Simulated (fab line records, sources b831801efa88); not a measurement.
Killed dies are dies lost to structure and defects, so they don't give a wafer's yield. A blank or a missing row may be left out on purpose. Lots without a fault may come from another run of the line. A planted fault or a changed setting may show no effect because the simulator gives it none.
A struck lot beside a sound one | flow sky130 | 20 steps out of a route of 708
Sound: wafers L442.1, L442.3, L442.5. Struck: wafers L444.5, L444.6. The cause comes at the end.
At each step with rows: each side's tool, then ch and its chambers, then its first start. Under that, the readings that differ: sound wafers | struck wafers | difference of the means | sigmas: that difference in standard deviations of wafers without a fault.
alike: readings whose means differ by less than 2 such deviations, and words and numbers that are the same on both sides. not compared: withheld readings, readings that some wafer has no value for, bounds like >300 that may hide the same value, and numbers for which the record gives no deviation and whose values overlap.
The two part at a step that has a row with sigmas, a row that says differs or no value, or rows on one side only. Numbers that don't overlap but have no deviation are shown without sigmas and don't part them. A reading that every wafer of one side lacks parts them only if that side has two wafers or more.

first, 1 step without rows for these wafers: SKY_LDD_LDN_IMPLANT_11.
SKY_LDD_LDN_STRIP_12: strips in O2/N2.
  sound on plasma_asher-03 ch 0,1, day 26 05:40; struck on plasma_asher-02 ch 0,1, day 27 02:49
  alike: drypump_motor_current_A, oes_product_au, strip_time_to_endpoint_s
  not compared: rf_hours_counter_h
SKY_LDD_LDN_TW_MEAS_13:
  sound on film_metro-03, day 26 05:46; struck on film_metro-04, day 27 02:53
  alike: LDD_LDN_TW
then, 2 steps without rows for these wafers: SKY_LDD_LDN_CLEAN_14 (cleans in SC1/SC2, time 150 s); SKY_SPACER_CVD_00 (deposits Si3N4 from DCS/NH3, target thk 43.1 nm, time 740 s).
SKY_SPACER_THK_MEAS_01:
  sound on film_metro-02, day 26 08:05; struck on film_metro-02, day 27 04:39
  alike: SPACER_CVD_00_THK
SKY_SPACER_ETCHBACK_02: etches Si3N4 in CH3F/O2, stops on SiO2, time 46.7 s, target depth 45 nm.
  sound on rie_diel-02 ch 1,2,3, day 26 08:08; struck on rie_diel-03 ch 1,2, day 27 04:41
  alike: drypump_motor_current_A, oes_product_au, throttle_valve_pct
  not compared: rf_hours_counter_h
then, 5 steps without rows for these wafers: SKY_POLY_CUT_DEHYDRATE_00 (time 60 s); SKY_POLY_CUT_HMDS_01 (prime time 60 s); SKY_POLY_CUT_COAT_02 (resist thk 60 nm); SKY_POLY_CUT_COAT_03 (resist thk 450 nm); SKY_POLY_CUT_SOFTBAKE_04 (time 90 s).
SKY_POLY_CUT_EXPOSE_05: exposes mask NPCM, target cd 270 nm.
  sound on krf_scanner-01 ch 0, day 26 22:40; struck on krf_scanner-02 ch 0, day 27 19:25
  alike: mask
then, 2 steps without rows for these wafers: SKY_POLY_CUT_PEB_06; SKY_POLY_CUT_DEVELOP_07 (develop time 60 s).
SKY_POLY_CUT_CD_MEAS_08: target cd 270 nm.
  sound on cd_sem-01, day 27 13:17; struck on cd_sem-02, day 28 09:50
  reading    | sound             | struck      | difference | sigmas
  cd_nm (nm) | 268.5 268.4 269.8 | 263.7 264.2 | -4.9       | -4
SKY_POLY_CUT_OVL_MEAS_09:
  sound on overlay-01, day 27 13:25; struck on overlay-02, day 28 09:54
  alike: POLY_CUT_OVL
SKY_POLY_CUT_ETCH_10: etches BARC in N2/H2, stops on SiO2, time 45.9 s, target depth 60 nm.
  sound on rie_diel-04 ch 0,1,3, day 27 13:26; struck on rie_diel-02 ch 0,1, day 28 09:56
  reading                   | sound             | struck      | difference | sigmas
  model.POLY_CUT.cd_nm (nm) | 269.8 268.7 270.2 | 264.1 264.9 | -5.1       |
  alike: drypump_motor_current_A, oes_product_au, throttle_valve_pct
  not compared: rf_hours_counter_h
SKY_POLY_CUT_ETCH_11: etches Si3N4 in CF4/CH2F2/Ar, stops on poly-Si, time 42.5 s, target depth 60 nm.
  sound on rie_diel-04 ch 0,1,3, day 27 13:29; struck on rie_diel-02 ch 0,1, day 28 09:58
  reading                   | sound             | struck      | difference | sigmas
  model.POLY_CUT.cd_nm (nm) | 269.9 268.7 270.2 | 264.1 264.9 | -5.1       |
  alike: cf4_flow_sccm, drypump_motor_current_A, oes_product_au, throttle_valve_pct
  not compared: rf_hours_counter_h
SKY_POLY_CUT_STRIP_12: strips in O2/N2.
  sound on plasma_asher-03 ch 0, day 27 13:32; struck on plasma_asher-03 ch 0,1, day 28 10:04
  alike: drypump_motor_current_A, oes_product_au, strip_time_to_endpoint_s
  not compared: rf_hours_counter_h

WHERE THEY PART
Only at SKY_POLY_CUT_CD_MEAS_08, within this record. Later steps at which nothing parts them and some readings are alike: SKY_POLY_CUT_OVL_MEAS_09, SKY_POLY_CUT_ETCH_10, SKY_POLY_CUT_ETCH_11, SKY_POLY_CUT_STRIP_12.

WHY: what the simulator had put in
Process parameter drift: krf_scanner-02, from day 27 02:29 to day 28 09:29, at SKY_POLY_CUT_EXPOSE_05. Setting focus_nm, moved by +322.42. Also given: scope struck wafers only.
